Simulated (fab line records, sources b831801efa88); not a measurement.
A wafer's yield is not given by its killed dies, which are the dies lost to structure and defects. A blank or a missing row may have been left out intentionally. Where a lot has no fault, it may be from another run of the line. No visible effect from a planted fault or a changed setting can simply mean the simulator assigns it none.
Which of the tools did it? + flow gf180mcu + 30 wafers from 10 lots sampled at 3 of the route's 602 steps

WHAT THE GAUGES READ, wafer by wafer
GF_MIM_RS_MEAS_10: uses a four-point probe to measure.
| lot  | measured     | on            | MIM_ALCU_RS (ohm/sq)                      |
|------|--------------|---------------|-------------------------------------------|
| L721 | day 24 13:52 | film-metro-04 | 0.1598 0.1593 0.1592                      |
| L722 | day 25 03:38 | film-metro-01 | 0.1620 0.1618 0.1625                      |
| L723 | day 25 07:34 | film-metro-02 | 0.1600 0.1598 0.1595                      |
| L730 | day 27 14:56 | film-metro-02 | 0.1736 0.1733 0.1744 0.1738 0.1732 0.1742 |
| L731 | day 28 03:38 | film-metro-02 | 0.1620 0.1602 0.1608                      |
| L732 | day 28 05:25 | film-metro-04 | 0.1723 0.1725 0.1712 0.1718 0.1726 0.1713 |
| L734 | day 28 17:07 | film-metro-04 | 0.1594 0.1602 0.1601                      |
| L735 | day 29 06:26 | film-metro-01 | 0.1593 0.1599 0.1591                      |
| L738 | day 29 22:17 | film-metro-01 | 0.1621 0.1632 0.1620                      |
| L739 | day 30 07:28 | film-metro-02 | 0.1609 0.1598 0.1601                      |

WHAT TOOL EACH LOT RAN ON (gives the tool, then ch and the chambers of the sampled wafers, and finally the start)
| lot  | GF_MIM_SPUTTER_03            | GF_MIM_SPUTTER_08            |
|------|------------------------------|------------------------------|
| L721 | pvd-sputter-01, day 24 13:37 | pvd-sputter-01, day 24 13:49 |
| L722 | pvd-sputter-03, day 25 03:20 | pvd-sputter-02, day 25 03:32 |
| L723 | pvd-sputter-03, day 25 07:19 | pvd-sputter-02, day 25 07:31 |
| L730 | pvd-sputter-02, day 27 14:41 | pvd-sputter-03, day 27 14:53 |
| L731 | pvd-sputter-02, day 28 03:22 | pvd-sputter-01, day 28 03:34 |
| L732 | pvd-sputter-01, day 28 05:08 | pvd-sputter-03, day 28 05:20 |
| L734 | pvd-sputter-01, day 28 16:52 | pvd-sputter-02, day 28 17:04 |
| L735 | pvd-sputter-01, day 29 06:10 | pvd-sputter-02, day 29 06:22 |
| L738 | pvd-sputter-02, day 29 22:01 | pvd-sputter-01, day 29 22:13 |
| L739 | pvd-sputter-03, day 30 07:11 | pvd-sputter-02, day 30 07:23 |
- GF_MIM_SPUTTER_03: material Ti, target thk 10 nm, time 6.7 s.
- GF_MIM_SPUTTER_08: material AlCu, target thk 200 nm, time 10.6 s.

THE ANSWER, worked out from the rows above alone
Rule: usual is defined by the lots themselves. Put in order of their means at a reading, lots are off if they are a third of the lots or fewer, leave a main group of 4 or more, and stand apart from it by a gap of 3 or more times the standard deviation of the main group's means; of several such gaps the widest counts. A main group is skipped when, at the precision printed for the reading in the tables above, its means are all equal. Also off: a lot with no number at a reading for which 4 or more lots have one. Any other lot the step has rows for is counted as sound.
Off: L730, L732, seen at GF_MIM_RS_MEAS_10 (MIM_ALCU_RS). Main group: mean 0.1605 ohm/sq, sd 0.0011.
A tool fits if, at a process step before that reading, it ran every lot that is off, and no sound lot after the first of them. Those tools and the gauges at GF_MIM_RS_MEAS_10 are tried in the same way. One candidate fits, namely pvd-sputter-03 at GF_MIM_SPUTTER_08. It ran no sound lot before its first lot that is off in this sample, so the start can't be narrowed down.

WHAT HAD BEEN PUT IN BY THE SIMULATOR
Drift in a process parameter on pvd-sputter-03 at GF_MIM_SPUTTER_08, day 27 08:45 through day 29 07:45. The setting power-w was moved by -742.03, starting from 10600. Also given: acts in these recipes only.
Lots struck among those shown: L730, L732. This agrees with what the rule above found.
